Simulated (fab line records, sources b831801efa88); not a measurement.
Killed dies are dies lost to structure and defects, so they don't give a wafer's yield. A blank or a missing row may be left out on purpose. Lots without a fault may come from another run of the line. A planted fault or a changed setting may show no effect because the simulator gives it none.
Which tool did it? | flow sky130 | 6 lots, 18 wafers sampled, at 2 steps of a route of 708

WHAT THE GAUGES READ, wafer by wafer
SKY_METAL5_THK_MEAS_06: measures by xrf.
lot  | measured     | on            | METAL5_ALCU_THK (nm)
L664 | day 43 17:44 | film_metro-03 | 1150 1161 1152
L670 | day 45 09:09 | film_metro-04 | 1163 1155 1189
L672 | day 45 18:19 | film_metro-04 | 1143 1148 1140
L675 | day 46 13:55 | film_metro-04 | 1159 1131 1162
L683 | day 48 13:35 | film_metro-03 | 1135 1149 1155
L685 | day 49 03:28 | film_metro-03 | 1127 1138 1139

WHICH TOOL RAN EACH LOT (tool, then ch and the chambers of the sampled wafers, then the start)
lot  | SKY_METAL5_SPUTTER_00
L664 | pvd_sputter-04, day 43 17:27
L670 | pvd_sputter-03, day 45 08:50
L672 | pvd_sputter-03, day 45 18:02
L675 | pvd_sputter-01, day 46 13:36
L683 | pvd_sputter-01, day 48 13:18
L685 | pvd_sputter-01, day 49 03:09
- SKY_METAL5_SPUTTER_00: material Ti, target thk 15 nm, time 10 s.

THE ANSWER, worked out from the rows above alone
Rule: what is usual is taken from the lots themselves. Put in order of their means at a reading, lots are off if they are a third of the lots or fewer, leave a main group of 4 or more, and stand apart from it by a gap of 3 or more times the standard deviation of the main group's means; of several such gaps the widest counts. A main group whose means are all the same, to the digits that the tables above print for the reading, isn't used. A lot without any number at a reading at which 4 lots or more have one is off too. The other lots that the step has rows for count as sound.
No lot is off at any reading shown: from this, nothing can be told.

WHAT THE SIMULATOR HAD PUT IN
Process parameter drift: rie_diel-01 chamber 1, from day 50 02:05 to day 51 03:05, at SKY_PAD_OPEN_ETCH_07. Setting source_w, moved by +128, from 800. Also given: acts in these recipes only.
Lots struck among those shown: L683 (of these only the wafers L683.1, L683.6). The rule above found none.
